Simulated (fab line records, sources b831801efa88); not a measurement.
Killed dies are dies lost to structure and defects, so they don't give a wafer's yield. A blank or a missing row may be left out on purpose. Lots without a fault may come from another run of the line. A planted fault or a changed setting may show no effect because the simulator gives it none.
Problem report in the 8D (eight disciplines) form, filled by code | flow gf180mcu | the parts of the form that need people (team, actions taken, sign-off) are left out

1. THE PROBLEM
HV_LDD_3_TW at GF_HV_LDD_TW_MEAS_38 reads a mean of 1512 on 6 wafers of 2 lots; wafers without a fault read 1449 with a standard deviation of 11. That is +5.7 standard deviations from the usual mean.
First seen on wafer L522.1, day 14 10:12, on film_metro-03. The record holds 36 wafers of 12 lots with a number at this step. Rule for "out", or "out of limits": more than 4 standard deviations from the usual mean. The other wafers with a number count as sound.

2. WHAT IT IS AND WHAT IT IS NOT
question                    | is                           | is not
which readings at this step | HV_LDD_3_TW                  | -
which lots                  | L522, L523                   | L513, L514, L525, L529, L530, L532, L533, L534, L535, L536
which wafers of those lots  | all that have a number       | -
read on which gauges        | film_metro-02, film_metro-03 | film_metro-01
when                        | from day 14 10:12            | up to then (6 sound wafers); but 24 sound wafers of L525, L529, L530, L532, L533, L534, L535, L536 came after

3. SUSPECTS, AND WHAT RULES EACH OUT
Counting: a tool at a process step up to the reading stays a suspect if it ran every lot that is out and no sound lot after the first of them.
- the gauge at GF_HV_LDD_TW_MEAS_38: ruled out. The wafers that are out were read on 2 gauges (film_metro-02, film_metro-03).
- implanter-02 at GF_HV_LDD_IMPLANT_34: ruled out as a lasting fault. Sound lots L534, L536 ran on it after its first lot that is out, L522 (day 14 09:39).
Left after counting: nothing in the record.

4. THE CAUSE (what the simulator had put in)
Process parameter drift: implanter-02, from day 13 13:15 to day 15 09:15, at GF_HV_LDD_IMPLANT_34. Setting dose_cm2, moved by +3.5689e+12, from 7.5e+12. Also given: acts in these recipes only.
Counting ruled it out, wrongly: the rule takes a fault to strike every lot that its tool runs from its start on, and this one did not.

5. THE CHAIN OF EFFECTS, in route order
Each row: a reading whose mean over the struck wafers that have a number lies more than 3 standard deviations from the usual. Only readings for which the record gives a usual standard deviation are gone through. hours: the time from each lot's start at the first step in this table that gives one to its start at this step, as a median over the lots. sigmas: the change in usual standard deviations.
hours | step                 | reading            | usual        | on struck wafers | change     | sigmas
0     | GF_HV_LDD_IMPLANT_34 | dose_ions_cm2      | 7.499e+12    | 1.107e+13        | +3.571e+12 | +99 or more
0     | GF_HV_LDD_IMPLANT_34 | faraday_current_uA | 42.3         | 62.7             | +20.4      | +24
1     | GF_HV_LDD_TW_MEAS_38 | HV_LDD_3_TW        | 1449         | 1512             | +62        | +5.7
22    | GF_HV_LDD_RS_MEAS_53 | HV_LDD_RS          | 417.8 ohm/sq | 409.2            | -8.6       | -8.6
The process steps in it:
- GF_HV_LDD_IMPLANT_34
Later measuring or inspecting steps at which every struck wafer that the step has a row for has a number for every such reading, and none has moved that far: GF_V1_OVL_MEAS_15.

6. WHAT WOULD HAVE CAUGHT IT SOONER
In this record the first reading out of limits at a measuring or inspecting step was taken at day 14 10:12, 21 hours after the fault began at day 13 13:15.
The tool's own readings at GF_HV_LDD_IMPLANT_34 were out on every struck wafer that the step has a row for (dose_ions_cm2, faraday_current_uA): an alarm limit on them would have fired on the first of those.
